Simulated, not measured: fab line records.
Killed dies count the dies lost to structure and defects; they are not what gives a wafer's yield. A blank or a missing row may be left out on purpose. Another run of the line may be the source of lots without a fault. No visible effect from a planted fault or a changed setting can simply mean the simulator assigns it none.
A struck lot beside a sound one || flow sfq-line || 14 steps out of a route of 325
Sound: the wafers L815.4, L815.5, L815.6. Wafers L822.2, L822.3, L822.5 were the ones struck. The cause comes at the end.
At each step with rows: each side's tool, then ch and its chambers, then its first start. Under that, the readings that differ: sound wafers || struck wafers || difference of the means || sigmas: that difference in standard deviations of wafers without a fault.
alike: words and numbers the same on both sides, and readings whose means are apart by under 2 such deviations; not compared: readings that were withheld, readings missing a value for some wafer, numbers with overlapping values and no deviation given by the record, and bounds like >300 which may hide the same value.
The two part at a step that has a row with sigmas, a row that says differs or no value, or rows on one side only. Non-overlapping numbers with no deviation appear without sigmas and do not part them. Lack of a reading on every wafer of one side parts them only where that side has two or more wafers.

first, 4 steps without rows for these wafers: SFQ_TRILAYER_M3_LITHO_SOFTBAKE_079; SFQ_TRILAYER_M3_LITHO_EXPOSE_076 (exposes mask M3, target cd 500 nm); SFQ_TRILAYER_M3_LITHO_PEB_078 (peb time 60 s); SFQ_TRILAYER_M3_LITHO_DEVELOP_077 (time 60 s).
SFQ_M3_OVL_MEAS_921:
  struck on overlay-02, day 41 04:23; sound on overlay-01, day 40 11:36
  alike: M3_OVL
SFQ_TRILAYER_M3_BARC_OPEN_METAL_ETCH_100: etches BARC in O2, target depth 125 nm, time 41.7 s.
  sound on rie-metal-02 ch 0,1, day 40 11:38; struck on rie-metal-04 ch 0,1, day 41 04:25
  alike: drypump-motor-current-A, oes-product-au
  not compared: rf-hours-counter-h
SFQ_TRILAYER_M3_ETCH_METAL_ETCH_078: etches Nb in Cl2/Ar, stops on SiO2, target depth 240 nm, time 120 s.
  sound on rie-metal-02 ch 0,1, day 40 11:43; struck on rie-metal-04 ch 0,1, day 41 04:29
  alike: drypump-motor-current-A, oes-product-au
  not compared: rf-hours-counter-h
SFQ_TRILAYER_M3_STRIP_STRIP_079: strips in O2.
  sound on rie-metal-02 ch 0,1, day 40 12:00; struck on rie-metal-04 ch 0,1, day 41 04:36
  alike: drypump-motor-current-A, oes-product-au
  not compared: rf-hours-counter-h
then, 1 step without rows for these wafers: SFQ_TRILAYER_M3_STRIP_SOLV_CLEAN_080 (cleans in NMP, time 600 s).
SFQ_TRILAYER_I3_DEP_PECVD_081: deposits SiO2 from SiH4/N2O, time 111.11 s, target thk 500 nm.
  sound on pecvd-01 ch 0,1,2, day 40 12:38; struck on pecvd-04 ch 1,2, day 41 05:23
{"reading": "throttle-valve-pct (%)", "sound": "22.7 21.7 23.7", "struck": "27.0 24.0 26.9", "difference": "+3.3", "sigmas": "+2"}
  alike: heater-power-w, showerhead-vpp-V
SFQ_TRILAYER_I3_CMP_CMP_082: polishes SiO2.
  sound on cmp-02 ch 0,1,2, day 40 15:28; struck on cmp-01 ch 0,1,3, day 41 13:23
  alike: motor-current-A, time-to-endpoint-s
SFQ_I3_BOW_MEAS_922:
  struck on film-metro-03, day 41 16:24; sound on film-metro-03, day 40 17:02
  alike: I3_BOW
SFQ_TRILAYER_I3_METRO_MEASURE_083:
  struck on film-metro-03, day 41 18:04; sound on film-metro-03, day 40 17:41
{"reading": "thk-nm (nm)", "sound": "200.4 199.0 201.0", "struck": "202.4 202.1 205.6", "difference": "+3.2", "sigmas": "+2"}
then, 1 step without rows for these wafers: SFQ_TRILAYER_I3_VIA_LITHO_COAT_090 (resist thk 62 nm).

WHERE THEY PART
First at SFQ_TRILAYER_I3_DEP_PECVD_081; last, within this record, at SFQ_TRILAYER_I3_METRO_MEASURE_083.

WHY: what had been put in by the simulator
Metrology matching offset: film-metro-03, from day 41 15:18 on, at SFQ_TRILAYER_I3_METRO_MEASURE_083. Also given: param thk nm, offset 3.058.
